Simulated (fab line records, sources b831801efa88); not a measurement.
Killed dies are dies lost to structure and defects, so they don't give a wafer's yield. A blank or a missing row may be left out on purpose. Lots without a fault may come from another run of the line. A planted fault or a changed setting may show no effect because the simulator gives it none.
Which tool did it? | flow gf180mcu | 14 lots, 42 wafers sampled, at 3 steps of a route of 602

WHAT THE GAUGES READ, wafer by wafer
GF_MVSD_TW_MEAS_11. Usual: MVSD_TW 1569, standard deviation 6.6.
lot  | measured     | on            | MVSD_TW        | flag
L647 | day 4 08:07  | film_metro-04 | 1570 1573 1573 |
L648 | day 4 16:58  | film_metro-02 | 1562 1558 1562 |
L649 | day 4 20:42  | film_metro-02 | 1562 1558 1554 |
L650 | day 5 01:24  | film_metro-03 | 1562 1572 1565 |
L651 | day 5 15:28  | film_metro-04 | 1576 1579 1574 |
L652 | day 5 18:22  | film_metro-03 | 1563 1571 1565 |
L653 | day 6 01:42  | film_metro-02 | 1564 1564 1567 |
L654 | day 6 08:55  | film_metro-04 | 1569 1568 1574 |
L662 | day 8 06:58  | film_metro-04 | 1572 1582 1577 |
L663 | day 8 09:35  | film_metro-02 | 1569 1562 1565 |
L665 | day 8 20:20  | film_metro-03 | 1575 1577 1577 |
L666 | day 9 01:52  | film_metro-04 | 1560 1556 1557 |
L667 | day 9 06:31  | film_metro-04 | 1565 1568 1562 |
L670 | day 10 01:59 | film_metro-02 | 1564 1574 1576 |

GF_VT_IMPLANT_OVL_MEAS_07. Usual: VT_IMPLANT_OVL 1.4 nm, standard deviation 1.4.
lot  | measured     | on         | VT_IMPLANT_OVL (nm) | flag
L647 | day 5 12:05  | overlay-01 | 1.6 0.5 1.0         |
L648 | day 5 21:58  | overlay-02 | 3.1 2.3 4.9         |
L649 | day 6 01:16  | overlay-01 | 1.5 2.8 2.1         |
L650 | day 6 06:55  | overlay-01 | 1.9 -0.1 0.9        |
L651 | day 6 22:01  | overlay-01 | -0.1 -1.2 -2.4      |
L652 | day 7 00:38  | overlay-01 | 1.8 0.4 1.4         |
L653 | day 7 09:07  | overlay-02 | 2.6 0.3 1.6         |
L654 | day 7 16:10  | overlay-02 | -0.2 0.3 1.1        |
L662 | day 9 18:04  | overlay-02 | -0.1 0.5 -0.1       |
L663 | day 9 20:25  | overlay-02 | 4.0 3.1 2.4         |
L665 | day 10 07:14 | overlay-01 | 1.6 2.0 0.6         |
L666 | day 10 14:13 | overlay-01 | 1.2 -0.4 -0.1       |
L667 | day 10 17:56 | overlay-01 | 0.4 1.5 1.2         |
L670 | day 11 13:46 | overlay-02 | 3.0 1.7 1.4         |

WHICH TOOL RAN EACH LOT (tool, then ch and the chambers of the sampled wafers, then the start)
lot  | GF_MVPSD_DEHYDRATE_00
L647 | litho_track-02 ch 0, day 4 14:26
L648 | litho_track-03 ch 0, day 4 23:34
L649 | litho_track-03 ch 0, day 5 03:22
L650 | litho_track-03 ch 0, day 5 08:10
L651 | litho_track-03 ch 0, day 5 22:08
L652 | litho_track-02 ch 0, day 6 00:47
L653 | litho_track-03 ch 0, day 6 08:49
L654 | litho_track-03 ch 0, day 6 15:37
L662 | litho_track-04 ch 0, day 8 15:02
L663 | litho_track-04 ch 0, day 8 17:22
L665 | litho_track-02 ch 0, day 9 04:17
L666 | litho_track-03 ch 0, day 9 10:16
L667 | litho_track-03 ch 0, day 9 14:40
L670 | litho_track-03 ch 0, day 10 09:52
- GF_MVPSD_DEHYDRATE_00: time 60 s.

WHAT THE TOOLS THEMSELVES READ (means of the sampled wafers that have a number; where no wafer has one, the mark that the record gives instead)
GF_MVPSD_DEHYDRATE_00. Usual: exhaust_pa 45.0 Pa, standard deviation 0.86; heater_power_total_W 160.38 W, standard deviation 0.13; plate_temp_C 199.97 C, standard deviation 0.16.
lot  | tool           | exhaust_pa (Pa) | heater_power_total_W (W) | plate_temp_C (C) | flag
L647 | litho_track-02 | 45.7            | 160.32                   | 199.84           |
L648 | litho_track-03 | 45.5            | 160.43                   | 199.73           |
L649 | litho_track-03 | 45.4            | 160.24                   | 199.77           |
L650 | litho_track-03 | 45.4            | 160.42                   | 200.00           |
L651 | litho_track-03 | 45.9            | 160.30                   | 199.85           |
L652 | litho_track-02 | 45.2            | 160.48                   | 199.78           |
L653 | litho_track-03 | 44.8            | 160.30                   | 200.03           |
L654 | litho_track-03 | 45.9            | 160.40                   | 199.86           |
L662 | litho_track-04 | 44.2            | 157.82                   | 197.36           | OFF
L663 | litho_track-04 | 44.7            | 157.69                   | 197.24           | OFF
L665 | litho_track-02 | 44.4            | 160.40                   | 200.20           |
L666 | litho_track-03 | 45.1            | 160.57                   | 199.80           |
L667 | litho_track-03 | 44.4            | 160.44                   | 200.08           |
L670 | litho_track-03 | 43.3            | 160.43                   | 199.94           |

THE ANSWER, worked out from the rows above alone
Rule: a lot is off if the mean of its wafers that have a number lies more than 3 standard deviations from the usual mean. A lot without any number at a reading at which 4 lots or more have one is off too. The other lots that the step has rows for count as sound. The gauges are gone through in route order, then the tools' own readings, and for those a lot's mean is taken as printed above. The first step at which some lot is off is used, and at that step the reading that is off furthest; a lot without a number counts as furthest.
Off: L662, L663, at GF_MVPSD_DEHYDRATE_00 (heater_power_total_W).
A tool fits if, at that step or a process step before it, it ran every lot that is off, and no sound lot after the first of them. One fits: litho_track-04 at GF_MVPSD_DEHYDRATE_00. It ran no sound lot before its first lot that is off in this sample, so the start can't be narrowed down.
The tool's own readings at GF_MVPSD_DEHYDRATE_00 bear it out: on the lots that are off they differ by more than 5 times the standard deviation of the sound lots' means. heater_power_total_W reads 157.75 W there against 160.39 W on the sound lots; plate_temp_C reads 197.30 C there against 199.91 C on the sound lots.

WHAT THE SIMULATOR HAD PUT IN
Process parameter drift: litho_track-04, from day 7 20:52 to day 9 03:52, at GF_MVPSD_DEHYDRATE_00. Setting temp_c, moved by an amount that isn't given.
Lots struck among those shown: L662, L663. The rule above found the same.
